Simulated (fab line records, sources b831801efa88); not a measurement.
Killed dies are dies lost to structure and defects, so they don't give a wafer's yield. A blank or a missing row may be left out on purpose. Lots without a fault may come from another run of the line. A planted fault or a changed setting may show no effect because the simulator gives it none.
Which tool did it? | flow gf180mcu | 7 lots, 20 wafers sampled, at 2 steps of a route of 602

WHAT THE GAUGES READ, wafer by wafer
GF_HV_LDD_OVL_MEAS_20.
lot  | measured     | on         | HV_LDD_01_OVL (nm)
L698 | day 11 11:24 | overlay-01 | -1.5 -2.6 -0.9
L703 | day 13 07:55 | overlay-02 | -3.0 -3.2 -1.5
L706 | day 14 00:39 | overlay-02 | -2.0 -1.4
L712 | day 15 22:46 | overlay-02 | -3.0 -4.4 -5.9
L714 | day 16 22:13 | overlay-02 | -0.1 -1.0 -0.1
L716 | day 17 06:13 | overlay-01 | -0.6 -0.3 -0.7
L719 | day 18 06:11 | overlay-01 | -1.4 -0.8 -0.3

WHICH TOOL RAN EACH LOT (tool, then ch and the chambers of the sampled wafers, then the start)
lot  | GF_VT_IMPLANT_STRIP_42
L698 | plasma_asher-04 ch 1, day 8 02:42
L703 | plasma_asher-04 ch 0,1, day 9 18:42
L706 | plasma_asher-04 ch 1, day 10 09:38
L712 | plasma_asher-01 ch 0,1, day 12 00:22
L714 | plasma_asher-01 ch 0,1, day 12 21:40
L716 | plasma_asher-04 ch 0,1, day 13 07:50
L719 | plasma_asher-03 ch 0, day 14 02:48
- GF_VT_IMPLANT_STRIP_42: strips in O2/N2.

THE ANSWER, worked out from the rows above alone
Rule: what is usual is taken from the lots themselves. Put in order of their means at a reading, lots are off if they are a third of the lots or fewer, leave a main group of 4 or more, and stand apart from it by a gap of 3 or more times the standard deviation of the main group's means; of several such gaps the widest counts. A main group whose means are all the same, to the digits that the tables above print for the reading, isn't used. A lot without any number at a reading at which 4 lots or more have one is off too. The other lots that the step has rows for count as sound.
No lot is off at any reading shown: from this, nothing can be told.

WHAT THE SIMULATOR HAD PUT IN
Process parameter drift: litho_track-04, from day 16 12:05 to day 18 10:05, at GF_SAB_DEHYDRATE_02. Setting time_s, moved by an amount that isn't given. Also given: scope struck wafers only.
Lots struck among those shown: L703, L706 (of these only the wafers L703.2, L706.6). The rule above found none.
